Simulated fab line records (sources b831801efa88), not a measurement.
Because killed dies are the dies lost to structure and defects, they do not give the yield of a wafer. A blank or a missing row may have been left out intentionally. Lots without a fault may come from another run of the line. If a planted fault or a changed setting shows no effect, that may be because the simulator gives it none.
Matching of chambers    flow gf180mcu    4 sister chambers for GF_V3_CMP_26 on cmp-01
The step polishes, stops on SiO2, t overpolish 15 s, target thk 0 nm. 30 wafers are shown with their chamber, then 12 later ones without.

EACH WAFER AND ITS CHAMBER
wafer   chamber  motorCurrentA (A)  timeToEndpointS (s)  slurryFlowMlMin
L074.1  3        11.4               85                   150.4
L074.3  1        10.1               85                   150.4
L074.5  0        10.7               88                   149.4
L077.4  2        12.8               89                   149.1
L077.5  2        11.9               87                   149.8
L077.6  3        12.4               85                   150.1
L078.1  0        11.0               90                   149.2
L078.2  3        11.7               86                   150.7
L078.5  0        10.6               89                   149.9
L079.2  1        10.1               84                   150.6
L079.3  0        11.1               87                   150.6
L079.5  1        10.1               79                   150.1
L080.1  3        12.4               86                   150.2
L080.3  2        11.9               88                   150.3
L080.5  0        10.8               83                   151.2
L082.1  2        12.2               85                   149.8
L082.4  0        10.6               85                   150.5
L082.5  3        12.0               82                   150.5
L083.1  2        12.3               83                   150.5
L083.2  0        10.8               82                   149.9
L083.5  3        11.8               85                   151.1
L084.2  2        11.7               87                   150.0
L084.5  0        10.8               86                   149.5
L084.6  1        9.8                86                   151.2
L085.3  0        9.8                79                   150.5
L085.4  3        11.5               78                   150.2
L085.5  1        9.9                77                   150.1
L086.4  3        12.4               81                   149.7
L086.5  0        11.0               82                   150.0
L086.6  3        12.2               80                   149.2

SIGNATURES, as means of the wafers listed above
reading          chamber 0  chamber 1  chamber 2  chamber 3  scatter within a chamber
motorCurrentA    10.720     10.000     12.133     11.978     0.357
timeToEndpointS  85.10      82.20      86.50      83.11      3.21
slurryFlowMlMin  150.070    150.480    149.917    150.233    0.554
Rule: a wafer's distance from a chamber is the root of the sum, over the readings, of the square of ((its reading less the chamber's mean) divided by the reading's scatter). If the next closest chamber is less than 2 further off than the closest, the wafer can't be placed; otherwise it belongs to the closest. The scatter: the root of (the sum of the squares of (reading less its chamber's mean) over the shown wafers, divided by (wafers less chambers)).

WAFERS WITH NO CHAMBER GIVEN
wafer   motorCurrentA (A)  timeToEndpointS (s)  slurryFlowMlMin
L087.2  11.2               89                   149.9
L087.3  10.4               79                   150.3
L087.4  11.6               85                   148.9
L093.2  12.5               90                   150.2
L093.4  10.8               89                   149.8
L093.6  10.6               87                   149.5
L094.1  12.1               88                   149.2
L094.3  10.3               81                   149.9
L094.4  10.9               87                   149.1
L096.2  10.0               82                   149.1
L096.3  12.1               88                   149.3
L096.5  11.9               85                   150.3

CHAMBER TAKEN BY EACH
wafer   from the rows above                in truth
L087.2  can't be placed: 0 or 2 or 3       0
L087.3  can't be placed: 1 or 0            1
L087.4  can't be placed: 2 or 3 or 0       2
L093.2  can't be placed: 2 or 3            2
L093.4  can't be placed: 0 or 1            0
L093.6  can't be placed: 0 or 1            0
L094.1  can't be placed: 2 or 3            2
L094.3  can't be placed: 1 or 0            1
L094.4  can't be placed: 0 or 2 or 3 or 1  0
L096.2  can't be placed: 1 or 0            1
L096.3  can't be placed: 2 or 3            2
L096.5  can't be placed: 3 or 2            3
Correct placement for 0 of the 12. From these rows, 12 cannot be placed; in 12 the true chamber is one of the candidates. 0 placed wrongly.
